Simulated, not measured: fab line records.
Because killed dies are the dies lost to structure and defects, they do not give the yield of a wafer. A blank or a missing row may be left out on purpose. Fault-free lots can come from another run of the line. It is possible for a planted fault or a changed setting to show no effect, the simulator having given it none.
Check of tool commonality | flow gf180mcu | 33 wafers sampled across 11 lots

## THE REASON FOR OPENING IT
GF_V2_RS_MEAS_24, reading V2_W_RS: flagged on 2 of 11 lots. Wafers without a fault read 0.328 ohm/sq, standard deviation 0.0037.
Rule: a lot is flagged in two cases, either no wafer of it has a number, or all its wafers with numbers fall more than 4 standard deviations from that mean. All remaining lots are regarded as sound.

lot  | measured     | on            | V2_W_RS (ohm/sq), wafer by wafer | flag
L694 | day 20 23:39 | film-metro-04 | 0.325 0.327 0.330                |
L697 | day 21 21:12 | film-metro-02 | 0.328 0.334 0.330                |
L700 | day 23 06:39 | film-metro-04 | 0.332 0.330 0.326                |
L704 | day 24 10:44 | film-metro-01 | 0.253 0.251 0.251                | FLAGGED
L705 | day 24 18:22 | film-metro-02 | 0.253 0.252 0.257                | FLAGGED
L706 | day 25 03:41 | film-metro-01 | 0.322 0.327 0.329                |
L708 | day 25 19:22 | film-metro-01 | 0.328 0.326 0.329                |
L709 | day 26 03:41 | film-metro-02 | 0.330 0.327 0.331                |
L713 | day 27 05:28 | film-metro-02 | 0.331 0.327 0.331                |
L715 | day 27 20:43 | film-metro-04 | 0.332 0.328 0.332                |
L716 | day 27 21:54 | film-metro-04 | 0.332 0.328 0.322                |
On average the flagged lots' numbers are 0.253 ohm/sq, which is -0.075 ohm/sq against the usual, or -20 standard deviations.

## WHICH TOOL EACH LOT WENT THROUGH
Before the reading, the record contains 2 process steps out of a 602-step route. In each cell: the tool, then ch and the chambers that the sampled wafers went through, then the start.
lot  | flag    | GF_V2_SPUTTER_21             | GF_V2_CVD_23
L694 |         | pvd-sputter-02, day 20 23:26 | cvd-w-01 ch 0,1, day 20 23:32
L697 |         | pvd-sputter-02, day 21 20:59 | cvd-w-01 ch 0,1, day 21 21:05
L700 |         | pvd-sputter-03, day 23 06:26 | cvd-w-01 ch 0,1, day 23 06:32
L704 | FLAGGED | pvd-sputter-03, day 24 10:31 | cvd-w-01 ch 0,1, day 24 10:37
L705 | FLAGGED | pvd-sputter-03, day 24 18:09 | cvd-w-01 ch 0,1, day 24 18:15
L706 |         | pvd-sputter-01, day 25 03:28 | cvd-w-02 ch 0,1, day 25 03:34
L708 |         | pvd-sputter-03, day 25 19:09 | cvd-w-02 ch 1, day 25 19:15
L709 |         | pvd-sputter-02, day 26 03:28 | cvd-w-02 ch 0,1, day 26 03:34
L713 |         | pvd-sputter-02, day 27 05:15 | cvd-w-02 ch 0,1, day 27 05:21
L715 |         | pvd-sputter-01, day 27 20:30 | cvd-w-01 ch 0,1, day 27 20:36
L716 |         | pvd-sputter-02, day 27 21:40 | cvd-w-02 ch 0,1, day 27 21:46
What these steps do:
- GF_V2_SPUTTER_21: material Ti, target thk 15 nm, time 80.02 s.
- GF_V2_CVD_23: deposits W, target thk 350 nm, time 104.94 s.
- GF_V2_RS_MEAS_24: measures by four-point-probe.

## FLAGGED AGAINST TOTAL, ONE TOOL AT A TIME (gauges that did the reading follow at the end)
step             | tool           | lots run | flagged | share of the flagged lots | sound lots run after its first flagged lot
GF_V2_SPUTTER_21 | pvd-sputter-01 | 2        | 0       | none                      | -
GF_V2_SPUTTER_21 | pvd-sputter-02 | 5        | 0       | none                      | -
GF_V2_SPUTTER_21 | pvd-sputter-03 | 4        | 2       | all                       | 1 (L708)
GF_V2_CVD_23     | cvd-w-01       | 6        | 2       | all                       | 1 (L715)
GF_V2_CVD_23     | cvd-w-02       | 5        | 0       | none                      | -
GF_V2_RS_MEAS_24 | film-metro-01  | 3        | 1       | some                      | 2 (L706,L708)
GF_V2_RS_MEAS_24 | film-metro-02  | 4        | 1       | some                      | 2 (L709,L713)
GF_V2_RS_MEAS_24 | film-metro-04  | 4        | 0       | none                      | -

## WHAT THE TABLE PERMITS
In 2 table rows, all flagged lots were run: pvd-sputter-03 (GF_V2_SPUTTER_21), cvd-w-01 (GF_V2_CVD_23).
- pvd-sputter-03 at GF_V2_SPUTTER_21 ran 4 lots, 2 of them flagged. Lots that were sound ran on it after the first flagged one (L708); a persistent fault on the entire tool would not allow that.
- cvd-w-01 at GF_V2_CVD_23 ran 6 lots, 2 of them flagged. Lots that were sound ran on it after the first flagged one (L715); a persistent fault on the entire tool would not allow that. Its own readings lie more than 4 standard deviations out on every wafer of the flagged lots: susceptor-temp-C.
There is no row in the table that ran each flagged lot and no sound lot after the first.

## WHAT THE SIMULATOR HAD INSERTED
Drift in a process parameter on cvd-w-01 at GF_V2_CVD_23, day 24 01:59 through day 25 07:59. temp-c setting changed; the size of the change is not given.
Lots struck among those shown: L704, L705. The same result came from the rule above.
